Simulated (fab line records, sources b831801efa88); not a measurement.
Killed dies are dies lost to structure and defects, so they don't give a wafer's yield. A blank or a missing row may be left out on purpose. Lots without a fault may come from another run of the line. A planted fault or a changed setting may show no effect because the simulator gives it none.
Which tool did it? | flow gf180mcu | 6 lots, 18 wafers sampled, at 3 steps of a route of 602

WHAT THE GAUGES READ, wafer by wafer
GF_V2_RS_MEAS_24: measures by four-point-probe.
lot  | measured     | on            | V2_W_RS (ohm/sq)
L364 | day 20 21:55 | film_metro-01 | 0.329 0.324 0.331
L367 | day 22 01:11 | film_metro-02 | 0.327 0.325 0.327
L372 | day 24 05:29 | film_metro-02 | 0.324 0.326 0.325
L375 | day 25 06:21 | film_metro-04 | 0.326 0.307 0.309
L378 | day 26 08:14 | film_metro-01 | 0.298 0.298 0.300
L384 | day 27 22:28 | film_metro-04 | 0.327 0.330 0.330

WHICH TOOL RAN EACH LOT (tool, then ch and the chambers of the sampled wafers, then the start)
lot  | GF_CONTACT_SPUTTER_22        | GF_V2_CVD_23
L364 | pvd_sputter-04, day 16 17:49 | cvd_w-01 ch 0,1, day 20 21:47
L367 | pvd_sputter-03, day 17 18:11 | cvd_w-02 ch 0,1, day 22 01:04
L372 | pvd_sputter-04, day 20 01:19 | cvd_w-02 ch 0,1, day 24 05:22
L375 | pvd_sputter-04, day 21 04:47 | cvd_w-02 ch 0,1, day 25 06:13
L378 | pvd_sputter-04, day 22 10:04 | cvd_w-02 ch 0, day 26 08:08
L384 | pvd_sputter-03, day 24 03:57 | cvd_w-01 ch 0, day 27 22:20
- GF_CONTACT_SPUTTER_22: material Ti, target thk 15 nm, time 80.02 s.
- GF_V2_CVD_23: deposits W, target thk 350 nm, time 104.94 s.

THE ANSWER, worked out from the rows above alone
Rule: what is usual is taken from the lots themselves. Put in order of their means at a reading, lots are off if they are a third of the lots or fewer, leave a main group of 4 or more, and stand apart from it by a gap of 3 or more times the standard deviation of the main group's means; of several such gaps the widest counts. A main group whose means are all the same, to the digits that the tables above print for the reading, isn't used. A lot without any number at a reading at which 4 lots or more have one is off too. The other lots that the step has rows for count as sound.
Off: L375, L378, at GF_V2_RS_MEAS_24 (V2_W_RS). The main group: mean 0.327 ohm/sq, standard deviation 0.0015.
A tool fits if, at a process step before that reading, it ran every lot that is off, and no sound lot after the first of them. The gauges at GF_V2_RS_MEAS_24 are tried like those tools. Can't be told from this: 2 tools fit, pvd_sputter-04 at GF_CONTACT_SPUTTER_22, cvd_w-02 at GF_V2_CVD_23.

WHAT THE SIMULATOR HAD PUT IN
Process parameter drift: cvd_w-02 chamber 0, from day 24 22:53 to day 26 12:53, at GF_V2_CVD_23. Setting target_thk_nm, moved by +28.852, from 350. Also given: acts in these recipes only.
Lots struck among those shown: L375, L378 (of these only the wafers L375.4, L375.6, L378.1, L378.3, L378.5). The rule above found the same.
